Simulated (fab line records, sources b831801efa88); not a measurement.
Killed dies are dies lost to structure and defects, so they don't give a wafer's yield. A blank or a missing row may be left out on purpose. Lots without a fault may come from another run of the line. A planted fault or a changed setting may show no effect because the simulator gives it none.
fab line records | flow gf180mcu
record lots=5 wafers=15 last_day=34
route steps=602 shown M3@419 V3@429 M4@456
lots that met no fault: from a run of the same line without faults
start_h: hours from the record's first day to the start of the lot's first wafer shown | wait_h: hours since the lot's step before | " the same as in the row above | L1.1+2: a row that stands for several wafers | - no value, or no start given | * or withheld: withheld | < > ~ a bound
route shown NAME@n: a module of which the file shows steps, and the number in the route of the first | usual: mean/standard deviation of fault-free wafers | same: alike in all rows | chamber/n: place in a boat | sites: the reading at each site | _std_site: their standard deviation | _edge_site: outer sites' mean less inner sites' | radius_mm: how far each site lies from the wafer's centre | mask NAME#n: copy n | behind: the tool/chamber that last shaped the wafer | hold: why the lot was held/for how many hours/how that ended | device: the transistor (n, p or np) that didn't switch | end of line: the same wafers' tests at the end of the route | a step without rows: its recipe alone | killed: dies lost to structure and defects at the first sort, not the wafer's yield | map: a wafer's dies, x killed, . not, _ none there
set.NAME: the setting as run; set.NAME@STEP: as run at that earlier step | model.NAME: the simulator's own value behind a step, which no gauge read
lots at some steps of the route; a table a step, a row a wafer
services: from which hour (start_h, from the record's first day; less than 0 if before it) a tool's chamber was out of use, for how many hours, and why
## steps
# step GF_M3_SOFTBAKE_10
# recipe temp_c=130 time_s=60 resist=KrF
# same time_s=60
# columns lot.wafer tool chamber start_h wait_h
L077.1+4+5 litho_track-01 0 503.51 0.1
L081.2+3+4 litho_track-03 0 548.75 0.1
L088.2+4+5 litho_track-03 0 597.00 0.1
L089.3+4+5 litho_track-04 0 600.86 0.1
L095.1+2+4 litho_track-01 0 642.26 0.1
# step GF_M3_EXPOSE_11
# recipe mask_id=Metal3 target_cd_nm=280 na=0.68 source_shape=conventional sigma_outer=0.6 dose_mj=28
# columns lot.wafer tool chamber start_h wait_h mask
L077.1+4+5 krf_scanner-02 0 - - Metal3#0
L081.2+3+4 krf_scanner-01 0 - - Metal3#0
L088.2+4+5 krf_scanner-01 0 - - Metal3#0
L089.3+4+5 krf_scanner-02 0 - - Metal3#0
L095.1+2+4 krf_scanner-02 0 - - Metal3#0
# step GF_M3_PEB_12
# recipe peb_temp_c=135 peb_time_s=90 resist=KrF
# columns lot.wafer tool chamber start_h wait_h
L077.1+4+5 litho_track-01 0 - -
L081.2+3+4 litho_track-01 0 - -
L088.2+4+5 litho_track-03 0 - -
L089.3+4+5 litho_track-04 0 - -
L095.1+2+4 litho_track-03 0 - -
# step GF_M3_DEVELOP_13
# recipe develop_time_s=60 dev_temp_c=21
# columns lot.wafer tool chamber start_h wait_h
L077.1+4+5 litho_track-01 0 515.31 0.2
L081.2+3+4 litho_track-01 0 559.53 0.2
L088.2+4+5 litho_track-03 0 607.65 0.2
L089.3+4+5 litho_track-04 0 611.61 0.1
L095.1+2+4 litho_track-03 0 651.77 0.2
# step GF_M3_CD_MEAS_14
# recipe target_cd_nm=280
# usual cd_nm=279.7/1.1
# columns lot.wafer tool chamber start_h wait_h cd_nm
L077.1 cd_sem-01 - 515.46 0.1 280.3
L077.4 " - " " 279.8
L077.5 " - " " 280.4
L081.2 cd_sem-02 - 559.68 0.1 278.1
L081.3 " - " " 278.1
L081.4 " - " " 278.5
L088.2 cd_sem-01 - 607.79 0.1 278.8
L088.4 " - " " 278.6
L088.5 " - " " 278.8
L089.3 cd_sem-01 - 611.75 0.1 281.4
L089.4 " - " " 281.0
L089.5 " - " " 279.8
L095.1 cd_sem-02 - 651.92 0.1 278.5
L095.2 " - " " 277.8
L095.4 " - " " 278.5
# step GF_M3_OVL_MEAS_15
# usual M3_OVL=4/5.3
# columns lot.wafer tool chamber start_h wait_h M3_OVL[nm]
L077.1 overlay-02 - 515.58 0.1 7
L077.4 " - " " 8
L077.5 " - " " 8
L081.2 overlay-01 - 559.78 0.1 -4
L081.3 " - " " -3
L081.4 " - " " -6
L088.2 overlay-02 - 607.90 0.1 2
L088.4 " - " " 9
L088.5 " - " " 3
L089.3 overlay-01 - 611.84 0.1 4
L089.4 " - " " 1
L089.5 " - " " 5
L095.1 overlay-02 - 652.04 0.1 7
L095.2 " - " " 5
L095.4 " - " " 8
# step GF_M3_METAL_ETCH_16
# recipe chemistry=Cl2/BCl3 mask_material=KrF target_depth_nm=750.8 stop_on=SiO2 pressure_mtorr=8 icp_w=800 bias_w=140 Cl2_flow_sccm=80 bcl3_flow_sccm=40 time_s=125.1
# usual drypump_motor_current_A=5.8/0.38 oes_product_au=0.988/0.0075 throttle_valve_pct=28.232/0.0099
# same time_s=125.1
# columns lot.wafer tool chamber start_h wait_h drypump_motor_current_A oes_product_au rf_hours_counter_h throttle_valve_pct
L077.1 rie_metal-01 1 515.61 0.0 6.5 0.991 13 28.238
L077.4 " 1 " " 6.5 0.997 - 28.222
L077.5 " 1 " " 6.5 1.000 - 28.232
L081.2 rie_metal-04 1 559.81 0.0 6.0 1.000 5 28.215
L081.3 " 0 " " 5.6 0.992 - 28.222
L081.4 " 1 " " 6.0 0.996 - 28.245
L088.2 rie_metal-04 1 607.93 0.0 6.0 0.996 6 28.210
L088.4 " 0 " " 5.6 0.977 - 28.234
L088.5 " 0 " " 5.6 0.986 - 28.242
L089.3 rie_metal-04 0 611.90 0.1 5.6 0.980 - 28.221
L089.4 " 1 " " 5.9 0.991 - 28.217
L089.5 " 0 " " 5.6 0.971 - 28.245
L095.1 rie_metal-01 1 652.08 0.0 6.4 0.983 1 28.225
L095.2 " 0 " " 5.3 0.978 8 28.235
L095.4 " 1 " " 6.4 0.987 - 28.222
# step GF_M3_STRIP_17
# recipe chemistry=O2/N2 power_w=1400 pressure_mtorr=1500 platen_temp_c=250 o2_flow_sccm=3000 n2_flow_sccm=300 overash_fraction=0.5
# usual drypump_motor_current_A=5.7/0.35 heater_power_w=330/54 oes_product_au=0.539/0.0054 strip_time_to_endpoint_s=7.42/0.069
# columns lot.wafer tool chamber start_h wait_h drypump_motor_current_A heater_power_w oes_product_au rf_hours_counter_h strip_time_to_endpoint_s
L077.1 plasma_asher-02 0 515.87 0.2 6.3 365 0.537 73 7.37
L077.4 " 1 " " 5.7 353 0.544 - 7.41
L077.5 " 1 " " 5.7 358 0.538 - 7.38
L081.2 plasma_asher-04 0 559.94 0.1 5.5 327 0.528 13 7.27
L081.3 " 1 " " 5.2 272 0.536 - 7.39
L081.4 " 0 " " 5.5 324 0.533 - 7.29
L088.2 plasma_asher-02 0 608.06 0.1 6.2 360 0.537 83 7.34
L088.4 " 0 " " 6.3 355 0.532 - 7.51
L088.5 " 1 " " 5.7 356 0.535 - 7.48
L089.3 plasma_asher-03 0 612.02 0.1 6.0 420 0.548 - 7.50
L089.4 " 1 " " 5.4 260 0.532 - 7.37
L089.5 " 1 " " 5.4 261 0.547 - 7.48
L095.1 plasma_asher-02 1 652.21 0.1 5.7 344 0.546 88 7.46
L095.2 " 0 " " 6.3 358 0.550 88 7.51
L095.4 " 1 " " 5.7 357 0.534 - 7.44
# step GF_M3_STRIP_18
# recipe chemistry=post_etch_residue_remover time_s=1200 temp_c=72.5
# usual bath_heat_duty_pct=14.5/1.2
# same time_s=1200
# columns lot.wafer tool chamber start_h wait_h bath_heat_duty_pct
L077.1 wet_bench-01 1 515.97 0.1 16.9
L077.4 " 1 " " 15.9
L077.5 " 1 " " 14.3
L081.2 wet_bench-02 1 560.04 0.1 13.8
L081.3 " 1 " " 13.3
L081.4 " 1 " " 13.0
L088.2 wet_bench-03 3 608.16 0.1 13.6
L088.4 " 3 " " 14.2
L088.5 " 3 " " 14.8
L089.3 wet_bench-03 0 612.09 0.0 14.3
L089.4 " 0 " " 14.5
L089.5 " 0 " " 16.4
L095.1 wet_bench-02 2 652.31 0.1 14.2
L095.2 " 2 " " 12.9
L095.4 " 2 " " 14.5
# step GF_M3_CLEAN_19
# recipe chemistry=DIW dry=n2_spin
# columns lot.wafer tool chamber start_h wait_h
L077.1+4+5 wet_bench-03 2 516.31 0.0
L081.2+3+4 wet_bench-03 3 560.41 0.0
L088.2+4+5 wet_bench-02 3 608.50 0.0
L089.3+4+5 wet_bench-02 3 612.43 0.0
L095.1+2+4 wet_bench-01 2 652.65 0.0
# step GF_V3_CVD_00
# recipe material=SiO2 target_thk_nm=600 sigma_open_frac=0.3 temp_c=400 time_s=100 sih4_flow_sccm=60 pressure_mtorr=6
# usual pressure_mtorr=6.001/0.012
# same time_s=100
# columns lot.wafer tool chamber start_h wait_h pressure_mtorr
L077.1 hdpcvd-02 0 516.41 0.0 6.003
L077.4 " 2 " " 6.023
L077.5 " 0 " " 5.990
L081.2 hdpcvd-02 1 560.51 0.0 5.987
L081.3 " 2 " " 6.011
L081.4 " 0 " " 6.008
L088.2 hdpcvd-02 2 608.59 0.0 5.997
L088.4 " 2 " " 5.984
L088.5 " 0 " " 6.011
L089.3 hdpcvd-01 2 612.52 0.0 5.975
L089.4 " 2 " " 5.981
L089.5 " 1 " " 5.975
L095.1 hdpcvd-01 0 652.74 0.0 6.000
L095.2 " 2 " " 6.001
L095.4 " 2 " " 6.012
# step GF_V3_THK_MEAS_01
# recipe reads=SiO2_of_V3_CVD_00
# usual V3_CVD_00_THK=600/5.6
# columns lot.wafer tool chamber start_h wait_h V3_CVD_00_THK[nm]
L077.1 film_metro-04 - 516.48 0.0 599
L077.4 " - " " 601
L077.5 " - " " 601
L081.2 film_metro-02 - 560.59 0.0 598
L081.3 " - " " 596
L081.4 " - " " 599
L088.2 film_metro-01 - 608.67 0.0 603
L088.4 " - " " 608
L088.5 " - " " 595
L089.3 film_metro-02 - 612.62 0.1 594
L089.4 " - " " 591
L089.5 " - " " 595
L095.1 film_metro-01 - 652.81 0.0 602
L095.2 " - " " 605
L095.4 " - " " 607
# step GF_V3_CVD_02
# recipe material=SiO2 target_thk_nm=850 precursor=TEOS temp_c=400 time_s=94.851 rf_w=600
# usual heater_power_w=687/110
# same time_s=94.851
# columns lot.wafer tool chamber start_h wait_h heater_power_w
L077.1 pecvd-02 2 516.54 0.1 922
L077.4 " 0 " " 706
L077.5 " 1 " " 640
L081.2 pecvd-04 2 560.64 0.0 666
L081.3 " 1 " " 538
L081.4 " 2 " " 708
L088.2 pecvd-02 0 608.72 0.0 723
L088.4 " 2 " " 897
L088.5 " 0 " " 573
L089.3 pecvd-04 2 612.66 0.0 719
L089.4 " 0 " " 594
L089.5 " 1 " " 597
L095.1 pecvd-04 2 652.87 0.1 766
L095.2 " 1 " " 584
L095.4 " 2 " " 601
# step GF_V3_THK_MEAS_03
# recipe reads=SiO2_of_V3_CVD_02
# usual V3_CVD_02_THK=849/11
# columns lot.wafer tool chamber start_h wait_h V3_CVD_02_THK[nm]
L077.1 film_metro-04 - 516.61 0.0 846
L077.4 " - " " 857
L077.5 " - " " 851
L081.2 film_metro-04 - 560.72 0.0 844
L081.3 " - " " 843
L081.4 " - " " 857
L088.2 film_metro-01 - 608.80 0.0 847
L088.4 " - " " 846
L088.5 " - " " 853
L089.3 film_metro-01 - 612.75 0.1 850
L089.4 " - " " 861
L089.5 " - " " 843
L095.1 film_metro-04 - 652.94 0.0 865
L095.2 " - " " 848
L095.4 " - " " 867
# step GF_V3_CMP_04
# recipe material=SiO2 down_force_psi=4 platen_rpm=61.05 pad_velocity_m_s=0.94248
# usual edge_zone_pressure_frac=1.000/0.0056 head_pressure_psi=3.997/0.0077 motor_current_A=12.3/1.4 time_to_endpoint_s=78/5.3
# columns lot.wafer tool chamber start_h wait_h edge_zone_pressure_frac head_pressure_psi motor_current_A time_to_endpoint_s
L077.1 cmp-01 1 516.77 0.1 0.995 3.988 12.3 79
L077.4 " 2 " " 0.990 3.996 14.9 78
L077.5 " 0 " " 1.003 3.997 10.8 77
L081.3 cmp-02 2 560.77 0.0 1.000 4.005 14.4 77
L081.4 " 0 " " 1.003 3.990 12.9 80
L081.2 " 1 " " 0.993 3.984 10.4 73
L088.2 cmp-01 0 608.95 0.1 1.003 3.993 10.5 72
L088.4 " 1 " " 1.002 3.997 12.1 75
L088.5 " 2 " " 0.997 3.995 14.0 79
L089.4 cmp-02 0 612.79 0.0 1.009 4.006 13.3 86
L089.3 " 3 " " 1.002 4.004 12.1 86
L089.5 " 0 " " 1.010 3.996 12.9 77
L095.4 cmp-01 2 653.05 0.1 1.005 3.987 14.2 82
L095.1 " 3 " " 1.004 4.003 11.1 80
L095.2 " 0 " " 0.990 4.002 10.5 69
# step GF_V3_BOW_MEAS_05
# recipe mode=bow
# usual V3_BOW=120/9.8
# columns lot.wafer tool chamber start_h wait_h V3_BOW[um]
L077.1 film_metro-04 - 516.97 0.1 107
L077.4 " - " " 121
L077.5 " - " " 122
L081.2 film_metro-02 - 561.09 0.1 113
L081.3 " - " " 115
L081.4 " - " " 122
L088.2 film_metro-04 - 609.17 0.2 113
L088.4 " - " " 118
L088.5 " - " " 107
L089.3 film_metro-01 - 613.13 0.1 122
L089.4 " - " " 135
L089.5 " - " " 126
L095.1 film_metro-02 - 653.30 0.1 98
L095.2 " - " " 116
L095.4 " - " " 113
# step GF_V3_DEHYDRATE_06
# recipe temp_c=200 time_s=60
# same time_s=60
# columns lot.wafer tool chamber start_h wait_h
L077.1+4+5 litho_track-01 0 528.31 11.3
L081.2+3+4 litho_track-02 0 571.73 10.6
L088.2+4+5 litho_track-02 0 619.08 9.9
L089.3+4+5 litho_track-03 0 623.22 10.1
L095.1+2+4 litho_track-01 0 663.01 9.7
# step GF_V3_HMDS_07
# recipe prime_time_s=60 prime_temp_c=120
# columns lot.wafer tool chamber start_h wait_h
L077.1+4+5 litho_track-01 0 528.46 0.1
L081.2+3+4 litho_track-02 0 571.88 0.1
L088.2+4+5 litho_track-02 0 619.23 0.1
L089.3+4+5 litho_track-03 0 623.37 0.1
L095.1+2+4 litho_track-01 0 663.16 0.1
# step GF_V3_COAT_08
# recipe resist=BARC temp_c=withheld time_s=withheld spin_rpm=withheld resist_thk_nm=withheld
# columns lot.wafer tool chamber start_h wait_h
L077.1+4+5 litho_track-01 0 528.61 0.1
L081.2+3+4 litho_track-02 0 572.03 0.1
L088.2+4+5 litho_track-02 0 619.38 0.1
L089.3+4+5 litho_track-03 0 623.52 0.1
L095.1+2+4 litho_track-01 0 663.31 0.1
# step GF_V3_COAT_09
# recipe resist=KrF spin_rpm=withheld resist_thk_nm=1000
# columns lot.wafer tool chamber start_h wait_h
L077.1+4+5 litho_track-01 0 - -
L081.2+3+4 litho_track-02 0 - -
L088.2+4+5 litho_track-02 0 - -
L089.3+4+5 litho_track-03 0 - -
L095.1+2+4 litho_track-01 0 - -
# step GF_V3_SOFTBAKE_10
# recipe temp_c=130 time_s=60 resist=KrF
# same time_s=60
# columns lot.wafer tool chamber start_h wait_h
L077.1+4+5 litho_track-01 0 - -
L081.2+3+4 litho_track-02 0 - -
L088.2+4+5 litho_track-02 0 - -
L089.3+4+5 litho_track-03 0 - -
L095.1+2+4 litho_track-01 0 - -
# step GF_V3_EXPOSE_11
# recipe mask_id=Via3 target_cd_nm=260 na=0.68 source_shape=conventional sigma_outer=0.6 dose_mj=38
# columns lot.wafer tool chamber start_h wait_h mask
L077.1+4+5 krf_scanner-02 0 - - Via3#0
L081.2+3+4 krf_scanner-01 0 - - Via3#0
L088.2+4+5 krf_scanner-01 0 - - Via3#0
L089.3+4+5 krf_scanner-02 0 - - Via3#0
L095.1+2+4 krf_scanner-02 0 - - Via3#0
# step GF_V3_PEB_12
# recipe peb_temp_c=135 peb_time_s=90 resist=KrF
# columns lot.wafer tool chamber start_h wait_h
L077.1+4+5 litho_track-02 0 - -
L081.2+3+4 litho_track-03 0 - -
L088.2+4+5 litho_track-02 0 - -
L089.3+4+5 litho_track-03 0 - -
L095.1+2+4 litho_track-02 0 - -
# step GF_V3_DEVELOP_13
# recipe develop_time_s=60 resist=KrF dev_temp_c=21
# columns lot.wafer tool chamber start_h wait_h
L077.1+4+5 litho_track-02 0 540.30 0.2
L081.2+3+4 litho_track-03 0 582.60 0.2
L088.2+4+5 litho_track-02 0 630.28 0.2
L089.3+4+5 litho_track-03 0 633.92 0.1
L095.1+2+4 litho_track-02 0 672.65 0.2
# step GF_V3_CD_MEAS_14
# recipe target_cd_nm=260
# usual cd_nm=260.3/1.3
# columns lot.wafer tool chamber start_h wait_h cd_nm
L077.1 cd_sem-01 - 540.45 0.1 260.8
L077.4 " - " " 259.5
L077.5 " - " " 259.9
L081.2 cd_sem-02 - 582.75 0.1 260.6
L081.3 " - " " 259.5
L081.4 " - " " 259.8
L088.2 cd_sem-01 - 630.42 0.1 258.8
L088.4 " - " " 257.7
L088.5 " - " " 259.2
L089.3 cd_sem-01 - 634.06 0.1 259.8
L089.4 " - " " 260.8
L089.5 " - " " 260.4
L095.1 cd_sem-01 - 672.80 0.1 261.8
L095.2 " - " " 260.9
L095.4 " - " " 260.0
# step GF_V3_OVL_MEAS_15
# usual V3_OVL=-4/5.6
# columns lot.wafer tool chamber start_h wait_h V3_OVL[nm]
L077.1 overlay-01 - 540.57 0.1 3
L077.4 " - " " 8
L077.5 " - " " -2
L081.2 overlay-02 - 582.85 0.1 -10
L081.3 " - " " -4
L081.4 " - " " -6
L088.2 overlay-02 - 630.53 0.1 3
L088.4 " - " " 1
L088.5 " - " " -2
L089.3 overlay-02 - 634.15 0.1 1
L089.4 " - " " 0
L089.5 " - " " -4
L095.1 overlay-02 - 672.92 0.1 3
L095.2 " - " " -3
L095.4 " - " " -1
# step GF_V3_ETCH_16
# recipe chemistry=N2/H2 target_depth_a=withheld overetch_a=withheld time_s=withheld target=BARC ion_energy_ev=200 source_w=500 bias_w=100 pressure_mtorr=30 n2_flow_sccm=100 h2_flow_sccm=200
# usual drypump_motor_current_A=5.9/0.41 h2_flow_sccm=200.1/0.52 oes_product_au=0.855/0.0047 throttle_valve_pct=13.225/0.0092
# columns lot.wafer tool chamber start_h wait_h drypump_motor_current_A h2_flow_sccm oes_product_au throttle_valve_pct
L077.1 rie_diel-04 2 540.61 0.0 6.5 199.7 0.854 13.233
L077.4 " 0 " " 5.7 200.3 0.856 13.223
L077.5 " 2 " " 6.4 199.9 0.851 13.221
L081.2 rie_diel-03 1 582.88 0.0 5.4 200.8 0.857 13.218
L081.3 " 3 " " 6.1 199.3 0.849 13.224
L081.4 " 2 " " 5.1 199.8 0.856 13.229
L088.2 rie_diel-01 3 630.56 0.0 6.3 199.7 0.854 13.218
L088.4 " 3 " " 6.3 199.7 0.849 13.221
L088.5 " 1 " " 5.1 199.9 0.857 13.233
L089.3 rie_diel-04 2 634.18 0.0 6.4 199.8 0.851 13.215
L089.4 " 2 " " 6.5 200.2 0.851 13.230
L089.5 " 0 " " 5.7 199.5 0.860 13.234
L095.1 rie_diel-04 1 672.96 0.0 6.1 199.7 0.857 13.231
L095.2 " 3 " " 6.0 198.7 0.856 13.233
L095.4 " 2 " " 6.4 200.3 0.847 13.243
# step GF_V3_ETCH_17
# recipe chemistry=C4F8/O2/Ar mask_material=KrF target=SiO2 stop_on=TiN source_w=1500 bias_w=1200 pressure_mtorr=40 c4f8_flow_sccm=withheld O2_flow_sccm=6 Ar_flow_sccm=300 time_s=withheld target_depth_a=6350
# usual oes_product_au=0.855/0.0051
# columns lot.wafer tool chamber start_h wait_h oes_product_au
L077.1 rie_diel-04 2 - - 0.845
L077.4 " 0 " " 0.859
L077.5 " 2 " " 0.862
L081.2 rie_diel-03 1 - - 0.862
L081.3 " 3 " " 0.857
L081.4 " 2 " " 0.851
L088.2 rie_diel-01 3 - - 0.858
L088.4 " 3 " " 0.846
L088.5 " 1 " " 0.859
L089.3 rie_diel-04 2 - - 0.854
L089.4 " 2 " " 0.856
L089.5 " 0 " " 0.851
L095.1 rie_diel-04 1 - - 0.855
L095.2 " 3 " " 0.848
L095.4 " 2 " " 0.848
# step GF_V3_STRIP_18
# recipe chemistry=O2/N2 power_w=1400 pressure_mtorr=1500 platen_temp_c=250 o2_flow_sccm=3000 n2_flow_sccm=300 overash_fraction=0.5
# usual drypump_motor_current_A=5.8/0.45 heater_power_w=319/27 oes_product_au=0.592/0.0047
# columns lot.wafer tool chamber start_h wait_h drypump_motor_current_A heater_power_w oes_product_au rf_hours_counter_h
L077.1 plasma_asher-02 1 540.74 - 5.7 350 0.586 75
L077.4 " 0 " " 6.2 352 0.595 -
L077.5 " 0 " " 6.2 353 0.591 -
L081.2 plasma_asher-02 1 583.01 - 5.7 350 0.590 80
L081.3 " 0 " " 6.2 357 0.591 -
L081.4 " 1 " " 5.7 356 0.600 -
L088.2 plasma_asher-01 1 630.69 - 6.5 313 0.593 55
L088.4 " 0 " " 5.8 302 0.596 -
L088.5 " 0 " " 5.8 299 0.589 -
L089.3 plasma_asher-04 1 634.34 - 5.2 275 0.596 -
L089.4 " 0 " " 5.4 327 0.589 -
L089.5 " 0 " " 5.5 317 0.591 -
L095.1 plasma_asher-04 0 673.09 - 5.5 322 0.585 23
L095.2 " 1 " " 5.2 272 0.592 23
L095.4 " 1 " " 5.3 284 0.590 -
# step GF_V3_STRIP_19
# recipe chemistry=post_etch_residue_remover time_s=1200 temp_c=72.5
# usual bath_heat_duty_pct=13.4/1.2
# same time_s=1200
# columns lot.wafer tool chamber start_h wait_h bath_heat_duty_pct
L077.1 wet_bench-04 0 540.84 0.1 14.9
L077.4 " 0 " " 16.2
L077.5 " 0 " " 15.4
L081.2 wet_bench-04 3 583.11 0.1 12.4
L081.3 " 3 " " 13.1
L081.4 " 3 " " 13.8
L088.2 wet_bench-02 3 630.79 0.1 11.5
L088.4 " 3 " " 12.5
L088.5 " 3 " " 12.8
L089.3 wet_bench-03 0 634.41 0.0 15.3
L089.4 " 0 " " 13.7
L089.5 " 0 " " 14.4
L095.1 wet_bench-03 2 673.19 0.1 13.5
L095.2 " 2 " " 12.8
L095.4 " 2 " " 13.2
# step GF_V3_CLEAN_20
# recipe chemistry=DIW dry=n2_spin
# columns lot.wafer tool chamber start_h wait_h
L077.1+4+5 wet_bench-02 0 541.18 0.0
L081.2+3+4 wet_bench-03 2 583.45 0.0
L088.2+4+5 wet_bench-03 2 631.19 0.0
L089.3+4+5 wet_bench-02 2 634.75 0.0
L095.1+2+4 wet_bench-02 0 673.53 0.0
# step GF_V3_SPUTTER_21
# recipe material=Ti target_thk_nm=15 chamber_pressure_pa=5 power_w=2500 substrate_temp_c=200 time_s=80.02
# usual substrate_temp_c=200.01/0.18 throttle_valve_pct=29.6/0.88
# same time_s=80.02
# columns lot.wafer tool chamber start_h wait_h substrate_temp_c throttle_valve_pct
L077.1 pvd_sputter-04 - 541.28 0.0 200.05 32.4
L077.4 " - " " 200.22 30.4
L077.5 " - " " 200.06 32.5
L081.2 pvd_sputter-02 - 583.54 0.0 199.87 29.5
L081.3 " - " " 200.01 29.5
L081.4 " - " " 200.29 29.5
L088.2 pvd_sputter-02 - 631.29 0.0 199.93 29.4
L088.4 " - " " 200.04 28.6
L088.5 " - " " 199.82 28.8
L089.3 pvd_sputter-03 - 634.85 0.0 199.95 29.1
L089.4 " - " " 200.01 29.2
L089.5 " - " " 199.91 28.6
L095.1 pvd_sputter-02 - 673.62 0.0 200.13 28.8
L095.2 " - " " 200.10 29.5
L095.4 " - " " 200.11 29.5
# step GF_V3_SPUTTER_22
# recipe material=TiN target_thk_nm=10 chamber_pressure_pa=5 power_w=4000 time_s=40
# usual throttle_valve_pct=29.6/0.85
# same time_s=40
# columns lot.wafer tool chamber start_h wait_h throttle_valve_pct
L077.1 pvd_sputter-04 - 541.34 0.0 32.3
L077.4 " - " " 30.4
L077.5 " - " " 32.3
L081.2 pvd_sputter-02 - 583.61 0.0 29.8
L081.3 " - " " 29.6
L081.4 " - " " 29.3
L088.2 pvd_sputter-02 - 631.35 0.0 29.7
L088.4 " - " " 28.7
L088.5 " - " " 28.8
L089.3 pvd_sputter-03 - 634.91 0.0 28.7
L089.4 " - " " 29.2
L089.5 " - " " 28.7
L095.1 pvd_sputter-02 - 673.68 0.0 28.5
L095.2 " - " " 29.5
L095.4 " - " " 29.5
# step GF_V3_CVD_23
# recipe material=W target_thk_nm=350 time_s=104.9 temp_c=400 pressure_torr=40
# usual heater_power_w=788/71
# same time_s=104.9
# columns lot.wafer tool chamber start_h wait_h heater_power_w
L077.1 cvd_w-01 1 541.38 0.0 861
L077.4 " 0 " " 786
L077.5 " 1 " " 870
L081.2 cvd_w-02 0 583.64 0.0 719
L081.3 " 0 " " 721
L081.4 " 1 " " 681
L088.2 cvd_w-02 0 631.39 0.0 711
L088.4 " 1 " " 697
L088.5 " 1 " " 685
L089.3 cvd_w-01 1 634.99 0.1 845
L089.4 " 0 " " 793
L089.5 " 1 " " 872
L095.1 cvd_w-01 0 673.72 0.0 794
L095.2 " 1 " " 884
L095.4 " 0 " " 829
# step GF_V3_RS_MEAS_24
# recipe thk_meas_gauge=four-point-probe reads=W_of_V3_CVD_23+TiN_of_V3_SPUTTER_22+Ti_of_V3_SPUTTER_21
# usual V3_W_RS=0.323/0.0046
# columns lot.wafer tool chamber start_h wait_h V3_W_RS[ohm/sq]
L077.1 film_metro-04 - 541.49 0.1 0.322
L077.4 " - " " 0.329
L077.5 " - " " 0.324
L081.2 film_metro-04 - 583.78 0.1 0.317
L081.3 " - " " 0.318
L081.4 " - " " 0.323
L088.2 film_metro-01 - 631.52 0.1 0.326
L088.4 " - " " 0.329
L088.5 " - " " 0.330
L089.3 film_metro-02 - 635.10 0.1 0.320
L089.4 " - " " 0.324
L089.5 " - " " 0.320
L095.1 film_metro-04 - 673.83 0.1 0.321
L095.2 " - " " 0.317
L095.4 " - " " 0.326
# step GF_V3_THK_MEAS_25
# recipe thk_meas_gauge=xrf reads=W_of_V3_CVD_23
# usual V3_W_THK=358/6.7
# columns lot.wafer tool chamber start_h wait_h V3_W_THK[nm]
L077.1 film_metro-04 - 541.61 0.1 361
L077.4 " - " " 350
L077.5 " - " " 358
L081.2 film_metro-04 - 583.89 0.1 362
L081.3 " - " " 360
L081.4 " - " " 355
L088.2 film_metro-01 - 631.63 0.1 349
L088.4 " - " " 345
L088.5 " - " " 345
L089.3 film_metro-02 - 635.20 0.1 368
L089.4 " - " " 363
L089.5 " - " " 366
L095.1 film_metro-04 - 673.95 0.1 359
L095.2 " - " " 365
L095.4 " - " " 353
# step GF_V3_CMP_26
# recipe stop_on=SiO2 down_force_psi=3.5 platen_rpm=60 t_overpolish_s=15 target_thk_nm=0 pad_velocity_m_s=0.94248
# usual edge_zone_pressure_frac=1.001/0.0054 head_pressure_psi=3.500/0.007 motor_current_A=11.3/1.4 overpolish_run_s=14.999/0.0086 time_to_endpoint_s=84/4.1
# same t_overpolish_s=15
# columns lot.wafer tool chamber start_h wait_h edge_zone_pressure_frac head_pressure_psi motor_current_A overpolish_run_s time_to_endpoint_s
L077.1 cmp-02 3 541.72 0.1 0.999 3.516 11.4 15.001 88
L077.4 " 0 " " 1.009 3.510 12.6 14.996 81
L077.5 " 3 " " 0.997 3.502 11.0 14.990 86
L081.2 cmp-02 1 583.94 0.0 1.005 3.510 8.9 15.000 88
L081.4 " 3 " " 1.008 3.514 10.8 14.997 89
L081.3 " 0 " " 1.000 3.506 12.5 14.989 85
L088.2 cmp-01 3 631.68 0.0 1.002 3.494 10.3 15.009 79
L088.4 " 2 " " 0.999 3.496 13.2 15.009 81
L088.5 " 0 " " 1.011 3.489 9.9 15.006 78
L089.4 cmp-02 3 635.29 0.1 0.999 3.501 11.4 15.007 91
L089.3 " 1 " " 1.012 3.504 10.1 14.995 91
L089.5 " 2 " " 1.008 3.500 13.6 14.995 97
L095.4 cmp-02 2 674.01 0.0 0.996 3.499 12.8 14.993 87
L095.2 " 3 " " 1.002 3.509 10.7 14.997 89
L095.1 " 1 " " 1.008 3.485 9.1 14.995 83
# step GF_M4_SPUTTER_00
# recipe material=Ti target_thk_nm=37.5 arriving_ion_energy_ev=80 substrate_temp_c=200 chamber_pressure_pa=2 power_w=4000 time_s=150
# usual substrate_temp_c=200.04/0.17 throttle_valve_pct=30.2/1.3
# same time_s=150
# columns lot.wafer tool chamber start_h wait_h substrate_temp_c throttle_valve_pct
L077.1 pvd_sputter-01 - 541.97 0.2 199.99 29.6
L077.4 " - " " 200.24 32.0
L077.5 " - " " 200.34 31.6
L081.2 pvd_sputter-03 - 584.24 0.2 199.79 29.2
L081.3 " - " " 200.16 29.8
L081.4 " - " " 200.11 28.9
L088.2 pvd_sputter-04 - 631.98 0.2 200.15 30.9
L088.4 " - " " 199.93 30.6
L088.5 " - " " 200.00 30.5
L089.3 pvd_sputter-01 - 635.54 0.1 199.62 31.0
L089.4 " - " " 200.04 26.8
L089.5 " - " " 199.83 30.9
L095.1 pvd_sputter-03 - 674.31 0.1 200.22 29.9
L095.2 " - " " 199.86 31.1
L095.4 " - " " 200.16 28.7
## services
# columns tool chamber start_h hours kind
krf_scanner-02 - 481.51 1.3 pm
cmp-02 - 489.34 2.0 repair
cmp-02 - 490.10 0.9 repair
krf_scanner-02 - 492.23 0.8 pm
pvd_sputter-03 - 505.69 6.0 repair
cmp-02 - 536.10 2.5 repair
rie_diel-04 1 538.45 7.2 repair
cmp-02 - 547.61 3.0 repair
rie_diel-04 - 557.82 0.9 repair
rie_diel-04 0 575.00 9.3 repair
rie_diel-04 3 592.44 14.6 repair
pvd_sputter-02 - 594.97 5.2 repair
krf_scanner-02 - 603.78 0.7 repair
krf_scanner-02 - 608.75 1.0 pm
pvd_sputter-02 - 608.92 2.6 repair
cmp-02 - 620.33 2.5 repair
rie_diel-04 1 632.63 11.7 repair
cmp-02 - 632.64 0.6 repair
rie_diel-04 0 638.33 21.5 repair
cmp-02 - 648.22 3.4 repair
cmp-02 - 652.28 1.9 repair
krf_scanner-02 - 655.25 0.3 repair
krf_scanner-02 - 657.41 1.3 pm
rie_diel-04 0 665.74 3.4 repair
## key
fault none
